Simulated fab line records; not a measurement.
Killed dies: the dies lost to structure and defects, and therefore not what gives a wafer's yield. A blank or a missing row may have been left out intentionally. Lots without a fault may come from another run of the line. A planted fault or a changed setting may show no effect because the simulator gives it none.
Code-filled problem report in 8D (eight disciplines) form	flow sky130	the parts of the form that need people (team, actions taken, sign-off) are left out

1. WHAT IS WRONG
Wafers free of any fault read 0.295 ohm/sq (standard deviation 0.0036) for VIA3_W_RS at SKY_VIA3_RS_MEAS_22, against a mean of 0.527 ohm/sq on 3 wafers of 2 lots. That is +65 standard deviations from the usual mean.
The step: measures by four-point-probe.
First observed at day 42 07:56: wafer L459.4, on film_metro-03. The record holds 30 wafers of 10 lots with a number at this step. Rule for "out" (also "out of limits"): further than 4 standard deviations from the usual mean. All remaining wafers that have a number are taken as sound.

2. WHAT IT IS AND WHAT IT IS NOT
question	is	is not
which readings at this step	VIA3_W_RS	-
which lots	L459, L461	L453, L454, L470, L472, L473, L474, L475, L476
which wafers of those lots	L459.4, L459.5, L461.4	L459.6, L461.3, L461.6
read on which gauges	film_metro-01, film_metro-03	film_metro-04
when	from day 42 07:56	up to then (7 sound wafers); but 20 sound wafers of L461, L470, L472, L473, L474, L475, L476 came after

3. THE SUSPECTS, EACH WITH WHAT RULES IT OUT
Counting: a tool at a process step up to the reading stays a suspect if it ran every lot that is out. Sound lots after the first of them don't rule it out here, since some wafers of a struck lot are sound.
- ruled out: the gauge at SKY_VIA3_RS_MEAS_22. The wafers that are out were read on 2 gauges (film_metro-01, film_metro-03).
- plasma_asher-02 at SKY_METAL3_STRIP_19 (strips in O2/N2): kept. It processed each lot that is out (first: L459, day 41 05:20); up to then, its last sound lot is L453 (day 39 12:36).
- plasma_asher-03 at SKY_VIA3_STRIP_16 (strips in O2/N2): kept. It processed each lot that is out (first: L459, day 42 07:08); up to then, its last sound lot is L453 (day 40 15:13).
- cvd_w-02 at SKY_VIA3_CVD_21 (deposits W, target thk 390 nm, time 117.31 s): kept. It ran every lot that is out, first L459 (day 42 07:47).
- Within plasma_asher-02 at SKY_METAL3_STRIP_19, the wafers that are out were processed in chamber 0 and their sound lot-mates in chamber 1.
After the count, these remain: plasma_asher-02 at SKY_METAL3_STRIP_19, plasma_asher-03 at SKY_VIA3_STRIP_16 and cvd_w-02 at SKY_VIA3_CVD_21.

4. THE CAUSE (what the simulator had put in)
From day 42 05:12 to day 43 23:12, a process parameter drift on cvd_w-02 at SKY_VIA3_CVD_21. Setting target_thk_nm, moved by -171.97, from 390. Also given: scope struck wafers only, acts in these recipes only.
This tool is one of the 3 suspects left after counting.

5. THE EFFECT CHAIN, in route order
Rows list readings where the struck wafers' mean (over those with a number) sits beyond 3 standard deviations from the usual. Readings are gone through only where the record gives a usual standard deviation; hours: the median, over the lots, of the time from a lot's start at the first step in this table giving one to that lot's start at this step; sigmas: the change measured in usual standard deviations.
hours	step	reading	usual	on struck wafers	change	sigmas
0	SKY_VIA3_RS_MEAS_22	VIA3_W_RS	0.295 ohm/sq	0.527	+0.232	+65
0	SKY_VIA3_THK_MEAS_23	VIA3_W_THK	395 nm	221	-174	-25
0	SKY_VIA3_CMP_24	time_to_endpoint_s	94 s	54	-40	-9.1
It contains these process steps:
- SKY_VIA3_CMP_24: polishes, stops on SiO2, t overpolish 20 s, target thk 0 nm.

6. WHAT WOULD HAVE CAUGHT IT SOONER
3 hours passed between the start of the fault at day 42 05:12 and the first reading out of limits at a measuring or inspecting step in this record, taken at day 42 07:56.
Tool readings at SKY_VIA3_CVD_21 with a usual standard deviation given in the record: none out on any struck wafer, hence no alarm at a limit of 4 standard deviations on them.
Lots out: 2; of these, L461 started SKY_VIA3_CVD_21 on cvd_w-02 after day 42 07:56. It would have been spared by a hold on the tool at that moment.
